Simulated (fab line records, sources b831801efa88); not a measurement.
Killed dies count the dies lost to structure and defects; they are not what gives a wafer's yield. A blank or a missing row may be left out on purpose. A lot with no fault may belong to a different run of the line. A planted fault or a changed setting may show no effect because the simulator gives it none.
2 desks looking at one fault | flow gf180mcu | numbers are kept per desk, each desk with only its own; the story behind them comes last

FOR THE TOOL OWNER'S DESK: cmp-02
The tool's own readings at GF_V2_CMP_04 (polishes SiO2): means of the sampled wafers that have a number, for each lot that ran on this tool. Marked OUT: a lot whose mean sits more than 4 standard deviations from the usual mean, which makes it out of limits; the brackets give that distance.
Columns: A = motorCurrentA at GF_V2_CMP_04, usual 12.3 A; B = timeToEndpointS at GF_V2_CMP_04, usual 78 s
lot  | first seen here | A    | B
L958 | day 20 08:26    | 11.1 | 73
L959 | day 20 17:49    | 12.9 | 78
L961 | day 21 15:02    | 12.6 | 98
L962 | day 22 07:41    | 11.5 | 106 (+4.7) OUT
L965 | day 23 03:46    | 13.0 | 105 (+4.6) OUT
L973 | day 25 15:17    | 13.9 | 89
L974 | day 25 22:46    | 11.7 | 82
L977 | day 26 19:19    | 13.1 | 90
Finding of this desk: L962, L965 out of limits; the first was L962 at day 22 07:41, on timeToEndpointS at GF_V2_CMP_04. L958, L959, L961, L973, L974, L977 stayed within limits.

METROLOGY DESK
Lot by lot, what the gauges showed, no matter which tool ran the lot: averages of those sampled wafers that carry a number. Marked OUT: a lot whose mean sits more than 4 standard deviations from the usual mean, which makes it out of limits; the brackets give that distance.
Columns: A = V2_CVD_02_THK at GF_V2_THK_MEAS_03, usual 849 nm; B = V2_OVL at GF_V2_OVL_MEAS_15, usual 1 nm
lot  | first seen here | A   | B
L955 | day 19 06:25    | 841 | 6
L956 | day 19 15:09    | 843 | 2
L958 | day 20 08:23    | 841 | -2
L959 | day 20 17:46    | 853 | 1
L961 | day 21 14:55    | 839 | 8
L962 | day 22 07:38    | 864 | -1
L965 | day 23 03:43    | 850 | -2
L966 | day 23 15:43    | 856 | 6
L972 | day 25 07:59    | 846 | 0
L973 | day 25 15:14    | 864 | 0
L974 | day 25 22:40    | 845 | 6
L975 | day 26 06:14    | 862 | 2
L977 | day 26 19:14    | 872 | -0
L978 | day 27 02:02    | 855 | -5
Result from this desk: across the 14 lots, nothing is out of limits.

TAKEN TOGETHER
At day 22 07:41, on L962, L965, the tool owner's desk was in a position to raise an alarm.
The metrology desk saw nothing out of limits.
The metrology desk has L962, L965 on record, within its limits.
GF_V2_CMP_04 was run on cmp-02 by each of the lots named.

WHAT THE SIMULATOR HAD INSERTED
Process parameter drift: cmp-02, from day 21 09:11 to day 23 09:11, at GF_V2_CMP_04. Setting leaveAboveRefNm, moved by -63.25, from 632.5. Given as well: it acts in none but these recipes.
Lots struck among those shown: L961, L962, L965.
How many hours passed from the start of the fault until each desk's first out-of-limits reading: the tool owner's desk, 23.
